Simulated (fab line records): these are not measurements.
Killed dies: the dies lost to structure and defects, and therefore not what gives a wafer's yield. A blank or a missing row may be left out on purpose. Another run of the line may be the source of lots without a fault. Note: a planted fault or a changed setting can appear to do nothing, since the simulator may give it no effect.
The tool behind it: which one? :: flow sky130 :: Sampling: 14 lots, 42 wafers, 3 of 708 route steps

== WHAT THE GAUGES READ, wafer by wafer ==
SKY_LDD_HVN_OVL_MEAS_07. Usual: LDD_HVN_OVL 0.3 nm, standard deviation 1.1.
lot: L595
measured: day 20 07:36
on: overlay-02
LDD_HVN_OVL (nm): -1.5 -0.1 -0.9
flag: 

lot: L596
measured: day 21 03:27
on: overlay-02
LDD_HVN_OVL (nm): 0.3 -0.7 -1.0
flag: 

lot: L603
measured: day 23 07:12
on: overlay-01
LDD_HVN_OVL (nm): 1.4 0.0 -0.4
flag: 

lot: L604
measured: day 23 18:59
on: overlay-02
LDD_HVN_OVL (nm): -0.3 1.4 0.2
flag: 

lot: L605
measured: day 24 00:19
on: overlay-01
LDD_HVN_OVL (nm): -0.3 0.3 0.2
flag: 

lot: L609
measured: day 25 20:52
on: overlay-02
LDD_HVN_OVL (nm): 0.2 1.4 1.5
flag: 

lot: L611
measured: day 26 12:09
on: overlay-01
LDD_HVN_OVL (nm): 0.5 -3.6 0.3
flag: 

lot: L612
measured: day 26 14:46
on: overlay-02
LDD_HVN_OVL (nm): -0.8 -0.5 0.9
flag: 

lot: L613
measured: day 26 21:29
on: overlay-01
LDD_HVN_OVL (nm): 0.4 0.1 -0.7
flag: 

lot: L614
measured: day 27 09:28
on: overlay-01
LDD_HVN_OVL (nm): -0.3 0.8 0.8
flag: 

lot: L615
measured: day 27 15:40
on: overlay-02
LDD_HVN_OVL (nm): -0.2 1.4 -0.4
flag: 

lot: L616
measured: day 27 22:34
on: overlay-02
LDD_HVN_OVL (nm): -0.1 -1.2 1.4
flag: 

lot: L617
measured: day 28 02:20
on: overlay-02
LDD_HVN_OVL (nm): 0.4 0.2 0.2
flag: 

lot: L618
measured: day 28 09:40
on: overlay-01
LDD_HVN_OVL (nm): -0.7 -0.2 2.4
flag: 

SKY_LI_CONTACT_OVL_MEAS_13. Usual: LI_CONTACT_OVL -4 nm, standard deviation 6.
lot: L595
measured: day 29 03:00
on: overlay-01
LI_CONTACT_OVL (nm): 0 0 0
flag: 

lot: L596
measured: day 29 21:19
on: overlay-01
LI_CONTACT_OVL (nm): -12 -5 -6
flag: 

lot: L603
measured: day 31 19:53
on: overlay-02
LI_CONTACT_OVL (nm): -9 -3 -2
flag: 

lot: L604
measured: day 32 07:31
on: overlay-01
LI_CONTACT_OVL (nm): -4 -1 0
flag: 

lot: L605
measured: day 32 11:59
on: overlay-01
LI_CONTACT_OVL (nm): -7 -10 -8
flag: 

lot: L609
measured: day 34 03:50
on: overlay-01
LI_CONTACT_OVL (nm): 6 2 4
flag: 

lot: L611
measured: day 34 17:25
on: overlay-02
LI_CONTACT_OVL (nm): -9 -2 1
flag: 

lot: L612
measured: day 34 21:39
on: overlay-02
LI_CONTACT_OVL (nm): -13 -1 -3
flag: 

lot: L613
measured: day 35 04:25
on: overlay-02
LI_CONTACT_OVL (nm): -8 -9 -6
flag: 

lot: L614
measured: day 35 14:30
on: overlay-02
LI_CONTACT_OVL (nm): -20 -11 -8
flag: 

lot: L615
measured: day 35 20:43
on: overlay-02
LI_CONTACT_OVL (nm): -11 -2 -2
flag: 

lot: L616
measured: day 36 00:47
on: overlay-02
LI_CONTACT_OVL (nm): -5 -14 -3
flag: 

lot: L617
measured: day 36 07:04
on: overlay-01
LI_CONTACT_OVL (nm): 8 -11 -3
flag: 

lot: L618
measured: day 36 12:47
on: overlay-01
LI_CONTACT_OVL (nm): 5 2 -4
flag: 

== WHAT TOOL EACH LOT RAN ON (gives the tool, then ch and the chambers of the sampled wafers, and finally the start) ==
lot: L595
SKY_LDD_HVN_COAT_02: litho track-04 ch 0, day 19 16:14

lot: L596
SKY_LDD_HVN_COAT_02: litho track-02 ch 0, day 20 12:19

lot: L603
SKY_LDD_HVN_COAT_02: litho track-03 ch 0, day 22 16:08

lot: L604
SKY_LDD_HVN_COAT_02: litho track-02 ch 0, day 23 04:04

lot: L605
SKY_LDD_HVN_COAT_02: litho track-02 ch 0, day 23 09:53

lot: L609
SKY_LDD_HVN_COAT_02: litho track-03 ch 0, day 25 06:20

lot: L611
SKY_LDD_HVN_COAT_02: litho track-04 ch 0, day 25 21:39

lot: L612
SKY_LDD_HVN_COAT_02: litho track-02 ch 0, day 26 00:23

lot: L613
SKY_LDD_HVN_COAT_02: litho track-02 ch 0, day 26 07:07

lot: L614
SKY_LDD_HVN_COAT_02: litho track-03 ch 0, day 26 18:44

lot: L615
SKY_LDD_HVN_COAT_02: litho track-03 ch 0, day 27 00:53

lot: L616
SKY_LDD_HVN_COAT_02: litho track-04 ch 0, day 27 08:15

lot: L617
SKY_LDD_HVN_COAT_02: litho track-04 ch 0, day 27 11:36

lot: L618
SKY_LDD_HVN_COAT_02: litho track-02 ch 0, day 27 19:34
- SKY_LDD_HVN_COAT_02: resist thk 300 nm.

== AS READ BY THE TOOLS THEMSELVES (means over the sampled wafers that have a number; for cases with no such wafer, the mark the record gives instead) ==
SKY_LDD_HVN_COAT_02. Usual: spin speed rpm 3000.1 rpm, standard deviation 2.2.
lot: L595
tool: litho track-04
spin speed rpm (rpm): 3002.1
flag: 

lot: L596
tool: litho track-02
spin speed rpm (rpm): 2999.0
flag: 

lot: L603
tool: litho track-03
spin speed rpm (rpm): 2999.2
flag: 

lot: L604
tool: litho track-02
spin speed rpm (rpm): 3062.0
flag: OFF

lot: L605
tool: litho track-02
spin speed rpm (rpm): 3062.2
flag: OFF

lot: L609
tool: litho track-03
spin speed rpm (rpm): 2999.8
flag: 

lot: L611
tool: litho track-04
spin speed rpm (rpm): 2998.1
flag: 

lot: L612
tool: litho track-02
spin speed rpm (rpm): 2999.9
flag: 

lot: L613
tool: litho track-02
spin speed rpm (rpm): 3000.5
flag: 

lot: L614
tool: litho track-03
spin speed rpm (rpm): 3000.0
flag: 

lot: L615
tool: litho track-03
spin speed rpm (rpm): 2999.4
flag: 

lot: L616
tool: litho track-04
spin speed rpm (rpm): 3000.5
flag: 

lot: L617
tool: litho track-04
spin speed rpm (rpm): 3001.6
flag: 

lot: L618
tool: litho track-02
spin speed rpm (rpm): 3000.6
flag: 

== THE ANSWER, worked out from the rows above alone ==
Rule: lot off if the mean of its wafers having a number is beyond 3 standard deviations from the usual mean. A lot without any number at a reading at which 4 lots or more have one is off too. All remaining lots with rows at the step are treated as sound. The gauges are gone through in route order, then the tools' own readings, and for those a lot's mean is taken as printed above. The first step at which some lot is off is used, and at that step the reading that is off furthest; a lot without a number counts as furthest.
Off, at SKY_LDD_HVN_COAT_02 on spin speed rpm: L604, L605.
If a tool, at that step or one of the process steps before it, ran each lot that is off and ran no sound lot following the first of them, it fits. No candidate that was tried fits.

== WHAT WAS PUT IN BY THE SIMULATOR ==
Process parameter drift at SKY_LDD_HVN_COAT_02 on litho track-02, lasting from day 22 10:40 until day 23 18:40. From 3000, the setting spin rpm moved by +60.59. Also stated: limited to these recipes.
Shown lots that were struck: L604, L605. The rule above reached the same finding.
